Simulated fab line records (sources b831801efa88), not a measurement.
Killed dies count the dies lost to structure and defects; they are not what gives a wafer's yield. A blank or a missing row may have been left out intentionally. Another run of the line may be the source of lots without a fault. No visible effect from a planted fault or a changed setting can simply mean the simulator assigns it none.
Matching of chambers -- flow gf180mcu -- GF_V3_CVD_02 on pecvd-01 has 3 sister chambers
The step deposits SiO2 from TEOS, target thk 850 nm, time 93.19 s. 16 wafers are shown with their chamber, then 8 later ones without.

## EACH WAFER AND ITS CHAMBER
wafer,chamber,heater power outer w (W),heater power w (W)
L078.1,1,290,516
L078.3,2,290,564
L078.6,0,422,738
L080.2,0,424,752
L080.5,2,318,624
L080.6,1,293,538
L081.1,1,301,539
L081.2,2,313,603
L081.6,2,327,639
L083.1,0,363,635
L083.4,1,318,563
L083.6,2,300,584
L089.1,1,330,567
L089.3,2,318,620
L089.4,1,239,452
L090.3,1,327,552

SIGNATURES (means of the wafers above)
reading,chamber 0,chamber 1,chamber 2,scatter within a chamber
heater power outer w,403.00,299.71,311.00,26.5
heater power w,708.33,532.43,605.67,40.5
Rule: distance of a wafer from a chamber = root of the sum over the readings of ((wafer's reading minus chamber's mean) / reading's scatter) squared. The wafer belongs to the nearest chamber; if the next one is less than 2 further off, it can't be placed. How the scatter is found: for the shown wafers, subtract from each reading the mean of its chamber, square and add these, divide the total by (wafers less chambers), then take the root.

## WAFERS MISSING THEIR CHAMBER
wafer,heater power outer w (W),heater power w (W)
L090.4,307,602
L090.6,418,734
L091.1,460,809
L091.4,343,621
L091.6,304,557
L094.1,351,630
L094.4,294,529
L094.5,320,633

## THE CHAMBER EACH PASSED THROUGH
wafer,from the rows above,in truth
L090.4,can't be placed: 2 or 1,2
L090.6,0,0
L091.1,0,0
L091.4,can't be placed: 2 or 1 or 0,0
L091.6,can't be placed: 1 or 2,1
L094.1,can't be placed: 2 or 0 or 1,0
L094.4,can't be placed: 1 or 2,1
L094.5,can't be placed: 2 or 1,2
Placed correctly: 2 of 8. Not placeable from these rows: 6 (in 6, the candidates include the true chamber). Placed wrongly: 0.
